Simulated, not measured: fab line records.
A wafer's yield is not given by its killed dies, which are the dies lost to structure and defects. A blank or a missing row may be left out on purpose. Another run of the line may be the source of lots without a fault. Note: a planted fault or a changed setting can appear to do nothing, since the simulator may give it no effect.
fab line records | flow sfqLine
[record] lots = 5 | wafers = 15 | lastDay = 86
route steps=325 shown I1@87 M2@88
lots untouched by any fault: they come from a run of this same line in which no faults occurred
startH: hours from the record's first day to the start of the lot's first wafer shown | waitH: time in hours since the lot's previous step | " as in the row above | L1.1+2: a single row standing in for several wafers | - no value, or no start was given | * or withheld: withheld | < > ~ a bound
route shown NAME@n: names a module that has steps shown in the file, with the first one's number in the route | usual: mean/standard deviation taken from wafers without a fault | same: alike in all rows | chamber/n: place in a boat | sites: each site's reading | _std_site: the standard deviation of these | _edge_site: mean of outer sites minus mean of inner sites | radiusMm: for every site, how far away it sits from the centre of the wafer | mask NAME#n: copy n | behind: tool/chamber where the wafer was last shaped | hold: reason for holding the lot/hours on hold/outcome of the hold | device: names the non-switching transistor (n, p or np) | end of line: at the end of the route, the tests of the same wafers | a step without rows: its recipe alone | killed: not the wafer's yield, but the dies lost to structure and defects at the first sort | map: dies across one wafer; x = killed, . = not, _ = none there
set.NAME: the setting as run; set.NAME@STEP: as run at that earlier step | model.NAME: the simulator's own value behind a step, which no gauge read
lots seen at some steps along the route; tables by step, rows by wafer
services: from which hour (startH, from the record's first day; less than 0 if before it) a tool's chamber was out of use, for how many hours, and why
[[steps]]
[step SFQ_TRILAYER_I1_VIA_STRIP_SOLV_CLEAN_054]
[recipe] chemistry = NMP | tempC = 70 | timeS = 600
[step SFQ_TRILAYER_M2_DEP_PRE_CLEAN_056]
[recipe] gas = Ar | timeS = 22.5 | biasV = 250
[step SFQ_TRILAYER_M2_DEP_SPUTTER_055]
[recipe] material = Nb | basePressurePa = 1.33e-06 | chamberPressurePa = 0.1333 | substrateTempC = 20 | resputterCathodeVoltageV = 400 | targetThkNm = 200 | powerW = 2000 | timeS = 133.3
[usual] throttleValvePct = 29.6/1.1
lot.wafer | tool          | chamber | startH | waitH | throttleValvePct
L792.1    | pvdSputter-04 | -       | 382.24 | 0.0   | 30.5
L792.3    | "             | -       | "      | "     | 28.9
L792.5    | "             | -       | "      | "     | 30.7
L799.1    | pvdSputter-03 | -       | 446.60 | 0.0   | 31.6
L799.3    | "             | -       | "      | "     | 27.7
L799.5    | "             | -       | "      | "     | 28.3
L804.1    | pvdSputter-03 | -       | 495.03 | 0.0   | 29.0
L804.4    | "             | -       | "      | "     | 31.6
L804.5    | "             | -       | "      | "     | 27.7
L810.1    | pvdSputter-04 | -       | 526.23 | 0.0   | 28.8
L810.3    | "             | -       | "      | "     | 29.4
L810.4    | "             | -       | "      | "     | 30.5
L812.2    | pvdSputter-04 | -       | 533.43 | 0.0   | 30.6
L812.3    | "             | -       | "      | "     | 28.6
L812.6    | "             | -       | "      | "     | 30.2
[step SFQ_M2_RS_MEAS_914]
[recipe] thkMeasGauge = four-point-probe | reads = Nb_of_TRILAYER_M2_DEP_SPUTTER_055
[usual] M2_NB_RS = 0.893/0.0071
lot.wafer | tool         | chamber | startH | waitH | M2_NB_RS[ohm/sq]
L792.1    | filmMetro-01 | -       | 382.33 | 0.0   | 0.896
L792.3    | "            | -       | "      | "     | 0.890
L792.5    | "            | -       | "      | "     | 0.896
L799.1    | filmMetro-01 | -       | 446.69 | 0.0   | 0.892
L799.3    | "            | -       | "      | "     | 0.891
L799.5    | "            | -       | "      | "     | 0.888
L804.1    | filmMetro-01 | -       | 495.12 | 0.0   | 0.900
L804.4    | "            | -       | "      | "     | 0.893
L804.5    | "            | -       | "      | "     | 0.887
L810.1    | filmMetro-03 | -       | 526.32 | 0.0   | 0.896
L810.3    | "            | -       | "      | "     | 0.895
L810.4    | "            | -       | "      | "     | 0.898
L812.2    | filmMetro-01 | -       | 533.54 | 0.1   | 0.894
L812.3    | "            | -       | "      | "     | 0.883
L812.6    | "            | -       | "      | "     | 0.892
[step SFQ_TRILAYER_M2_LITHO_COAT_062]
[recipe] resist = BARC | spinRpm = 3000 | resistThkNm = 62
[step SFQ_TRILAYER_M2_LITHO_COAT_057]
[recipe] resist = KrF | spinRpm = 3000 | resistThkNm = 600
[step SFQ_TRILAYER_M2_LITHO_SOFTBAKE_061]
[recipe] tempC = withheld | timeS = withheld | resist = KrF
[step SFQ_TRILAYER_M2_LITHO_EXPOSE_058]
[recipe] maskId = M2 | na = 0.6 | sourceShape = conventional | sigmaOuter = 0.65 | targetCdNm = 500 | doseMj = 14.4
[step SFQ_TRILAYER_M2_LITHO_PEB_060]
[recipe] pebTempC = 115 | pebTimeS = 60 | resist = KrF
[step SFQ_TRILAYER_M2_LITHO_DEVELOP_059]
[recipe] timeS = 60 | resist = KrF
[step SFQ_M2_OVL_MEAS_916]
[usual] M2_OVL = -4/6.3
lot.wafer | tool       | chamber | startH | waitH | M2_OVL[nm]
L792.1    | overlay-02 | -       | 510.68 | 0.1   | -17
L792.3    | "          | -       | "      | "     | -14
L792.5    | "          | -       | "      | "     | -13
L799.1    | overlay-02 | -       | 574.08 | 0.1   | -13
L799.3    | "          | -       | "      | "     | -11
L799.5    | "          | -       | "      | "     | -10
L804.1    | overlay-02 | -       | 580.08 | 0.1   | -6
L804.4    | "          | -       | "      | "     | -7
L804.5    | "          | -       | "      | "     | -12
L810.1    | overlay-02 | -       | 587.28 | 0.1   | 2
L810.3    | "          | -       | "      | "     | -1
L810.4    | "          | -       | "      | "     | -7
L812.2    | overlay-02 | -       | 589.69 | 0.1   | -3
L812.3    | "          | -       | "      | "     | 0
L812.6    | "          | -       | "      | "     | -8
[step SFQ_TRILAYER_M2_BARC_OPEN_METAL_ETCH_077]
[recipe] maskMaterial = PR | chemistry = O2 | targetDepthNm = 125 | target = BARC | icpW = 600 | biasW = 80 | pressureMtorr = 10 | timeS = 41.7
[usual] drypumpMotorCurrentA = 5.4/0.48 | oesProductAu = 0.685/0.0047 | runLengthS = 70.2/0.36
lot.wafer | tool        | chamber | startH | waitH | drypumpMotorCurrentA | oesProductAu | rfHoursCounterH | runLengthS | model.KrF_of_TRILAYER_M2_LITHO_COAT_057.thkNm
L792.1    | rieMetal-04 | 1       | 510.72 | 0.0   | 5.5                  | 0.683        | 79              | 70.4       | 522.8
L792.3    | "           | 0       | "      | "     | 4.9                  | 0.684        | -               | 70.7       | 522.8
L792.5    | "           | 1       | "      | "     | 5.5                  | 0.690        | -               | 70.7       | 522.6
L799.1    | rieMetal-01 | 1       | 574.12 | 0.0   | 5.4                  | 0.688        | 95              | 70.2       | 522.5
L799.3    | "           | 0       | "      | "     | 5.3                  | 0.689        | -               | 70.4       | 522.6
L799.5    | "           | 1       | "      | "     | 5.4                  | 0.693        | -               | 70.3       | 522.1
L804.1    | rieMetal-04 | 1       | 580.12 | 0.0   | 5.5                  | 0.678        | 92              | 70.3       | 523.7
L804.4    | "           | 1       | "      | "     | 5.5                  | 0.672        | -               | 72.5       | 520.3
L804.5    | "           | 0       | "      | "     | 4.9                  | 0.691        | -               | 70.9       | 522.7
L810.1    | rieMetal-03 | 1       | 587.32 | 0.0   | 6.4                  | 0.690        | 58              | 69.6       | 524.4
L810.3    | "           | 0       | "      | "     | 5.1                  | 0.686        | -               | 69.5       | 525.7
L810.4    | "           | 1       | "      | "     | 6.4                  | 0.686        | -               | 69.5       | 523.7
L812.2    | rieMetal-03 | 1       | 589.72 | 0.0   | 6.4                  | 0.685        | 59              | 69.7       | 521.7
L812.3    | "           | 1       | "      | "     | 6.4                  | 0.684        | -               | 69.7       | 522.2
L812.6    | "           | 1       | "      | "     | 6.4                  | 0.685        | -               | 70.0       | 522.7
[step SFQ_TRILAYER_M2_ETCH_METAL_ETCH_060]
[recipe] target = Nb | stopOn = SiO2 | maskMaterial = PR | chemistry = Cl2/Ar | targetDepthNm = 240 | icpW = 600 | biasW = 80 | pressureMtorr = 10 | timeS = 120
[usual] drypumpMotorCurrentA = 5.4/0.48 | oesProductAu = 0.893/0.0055 | runLengthS = 148.6/0.39
lot.wafer | tool        | chamber | startH | waitH | drypumpMotorCurrentA | oesProductAu | rfHoursCounterH | runLengthS
L792.1    | rieMetal-04 | 1       | 510.78 | 0.0   | 5.5                  | 0.890        | 79              | 148.8
L792.3    | "           | 0       | "      | "     | 4.8                  | 0.902        | -               | 148.7
L792.5    | "           | 1       | "      | "     | 5.5                  | 0.892        | -               | 149.0
L799.1    | rieMetal-01 | 1       | 574.18 | 0.0   | 5.4                  | 0.889        | 95              | 148.5
L799.3    | "           | 0       | "      | "     | 5.4                  | 0.888        | -               | 148.7
L799.5    | "           | 1       | "      | "     | 5.4                  | 0.892        | -               | 148.9
L804.1    | rieMetal-04 | 1       | 580.18 | 0.0   | 5.4                  | 0.887        | 92              | 149.0
L804.4    | "           | 1       | "      | "     | 5.4                  | 0.895        | -               | 148.5
L804.5    | "           | 0       | "      | "     | 4.9                  | 0.892        | -               | 148.7
L810.1    | rieMetal-03 | 1       | 587.38 | 0.0   | 6.4                  | 0.892        | 58              | 148.7
L810.3    | "           | 0       | "      | "     | 5.1                  | 0.892        | -               | 147.8
L810.4    | "           | 1       | "      | "     | 6.4                  | 0.889        | -               | 147.8
L812.2    | rieMetal-03 | 1       | 589.78 | 0.0   | 6.4                  | 0.895        | 59              | 147.9
L812.3    | "           | 1       | "      | "     | 6.4                  | 0.898        | -               | 148.4
L812.6    | "           | 1       | "      | "     | 6.4                  | 0.894        | -               | 148.3
[[services]]
tool          | chamber | startH | hours | kind
pvdSputter-03 | -       | 394.25 | 0.6   | repair
rieMetal-01   | -       | 436.29 | 0.4   | repair
rieMetal-03   | -       | 455.45 | 28.1  | pm
rieMetal-01   | -       | 484.38 | 0.6   | repair
rieMetal-04   | -       | 504.65 | 2.8   | pm
rieMetal-01   | 1       | 509.90 | 7.3   | repair
pvdSputter-03 | -       | 517.22 | 7.7   | repair
pvdSputter-04 | -       | 539.89 | 2.3   | repair
pvdSputter-03 | -       | 589.62 | 2.4   | repair
[[key]]
[firstSign] step = SFQ_TRILAYER_M2_BARC_OPEN_METAL_ETCH_077 | reading = runLengthS | direction = up | sigmas = 6.3 | usual = * | struck = *
effect none on later readings
[modelEffect] step = SFQ_TRILAYER_M2_BARC_OPEN_METAL_ETCH_077 | value = KrF_of_TRILAYER_M2_LITHO_COAT_057.thkNm | without = 523 | struck = 520.3
metAt SFQ_TRILAYER_M2_BARC_OPEN_METAL_ETCH_077
struckWafers L804.4
onsetBetween 510.72 580.12
[fault] kind = processParameterDrift | tool = rieMetal-04 | chamber = - | onsetH = 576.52 | steps = SFQ_TRILAYER_M2_BARC_OPEN_METAL_ETCH_077 | channel = timeS | offset = * | shape = step | endH = 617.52 | scope = struckWafersOnly | actsIn = * | stated = *
